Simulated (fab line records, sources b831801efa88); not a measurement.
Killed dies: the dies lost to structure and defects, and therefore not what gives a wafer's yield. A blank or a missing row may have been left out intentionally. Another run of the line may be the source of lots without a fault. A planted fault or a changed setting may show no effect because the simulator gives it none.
Which tool is to blame? || flow sky130 || 11 lots, 33 wafers sampled, at 2 steps of a route of 708

== WHAT THE GAUGES READ, wafer by wafer ==
SKY_CAP2M_THK_MEAS_04: measures by xrf.
{"lot": "L852", "measured": "day 39 16:55", "on": "film metro-04", "CAP2M_TIN_THK (nm)": "203.4 202.6 201.2"}
{"lot": "L853", "measured": "day 39 18:10", "on": "film metro-01", "CAP2M_TIN_THK (nm)": "197.4 200.8 198.6"}
{"lot": "L857", "measured": "day 41 05:50", "on": "film metro-03", "CAP2M_TIN_THK (nm)": "199.5 197.9 199.5"}
{"lot": "L858", "measured": "day 41 12:13", "on": "film metro-04", "CAP2M_TIN_THK (nm)": "203.2 204.2 202.7"}
{"lot": "L859", "measured": "day 42 00:55", "on": "film metro-04", "CAP2M_TIN_THK (nm)": "202.2 201.8 201.2"}
{"lot": "L861", "measured": "day 42 13:42", "on": "film metro-04", "CAP2M_TIN_THK (nm)": "203.0 201.7 199.5"}
{"lot": "L862", "measured": "day 42 23:35", "on": "film metro-01", "CAP2M_TIN_THK (nm)": "199.1 198.2 197.0"}
{"lot": "L865", "measured": "day 43 17:23", "on": "film metro-01", "CAP2M_TIN_THK (nm)": "199.3 202.0 200.6"}
{"lot": "L868", "measured": "day 44 11:10", "on": "film metro-01", "CAP2M_TIN_THK (nm)": "197.5 198.3 198.4"}
{"lot": "L874", "measured": "day 46 14:05", "on": "film metro-04", "CAP2M_TIN_THK (nm)": "198.6 200.5 201.0"}
{"lot": "L875", "measured": "day 46 15:47", "on": "film metro-03", "CAP2M_TIN_THK (nm)": "198.7 200.7 200.1"}

== EACH LOT AND THE TOOL THAT RAN IT (in order: tool; ch and the chambers of the sampled wafers; start) ==
{"lot": "L852", "SKY_VIA3_ETCH_15": "rie diel-02 ch 1,3, day 39 15:01"}
{"lot": "L853", "SKY_VIA3_ETCH_15": "rie diel-04 ch 0,1,2, day 39 16:14"}
{"lot": "L857", "SKY_VIA3_ETCH_15": "rie diel-03 ch 0,2, day 41 04:02"}
{"lot": "L858", "SKY_VIA3_ETCH_15": "rie diel-03 ch 1,2, day 41 10:25"}
{"lot": "L859", "SKY_VIA3_ETCH_15": "rie diel-02 ch 1,3, day 41 23:02"}
{"lot": "L861", "SKY_VIA3_ETCH_15": "rie diel-03 ch 0,1,2, day 42 11:55"}
{"lot": "L862", "SKY_VIA3_ETCH_15": "rie diel-04 ch 1,2,3, day 42 21:43"}
{"lot": "L865", "SKY_VIA3_ETCH_15": "rie diel-04 ch 1,3, day 43 15:04"}
{"lot": "L868", "SKY_VIA3_ETCH_15": "rie diel-04 ch 0,1, day 44 08:52"}
{"lot": "L874", "SKY_VIA3_ETCH_15": "rie diel-02 ch 0,1,2, day 46 12:14"}
{"lot": "L875", "SKY_VIA3_ETCH_15": "rie diel-04 ch 0,3, day 46 13:58"}
- SKY_VIA3_ETCH_15: etches SiO2 in C4F8/O2/Ar, stops on TiN, target depth 507 nm, time 78 s.

== THE ANSWER, worked out from the rows above alone ==
Rule: the lots themselves supply what counts as usual. The widest of any qualifying gaps counts: lots, ordered by their means at a reading, are off when they make up no more than a third of the lots, leave a main group of 4 or more, and stand apart from it by 3 or more times the standard deviation of that group's means. A main group is skipped when, at the precision printed for the reading in the tables above, its means are all equal. Also off: a lot with no number at a reading for which 4 or more lots have one. Any other lot the step has rows for is counted as sound.
Across all readings shown, no lot is off: no conclusion can be drawn from this.

== WHAT THE SIMULATOR HAD PUT IN ==
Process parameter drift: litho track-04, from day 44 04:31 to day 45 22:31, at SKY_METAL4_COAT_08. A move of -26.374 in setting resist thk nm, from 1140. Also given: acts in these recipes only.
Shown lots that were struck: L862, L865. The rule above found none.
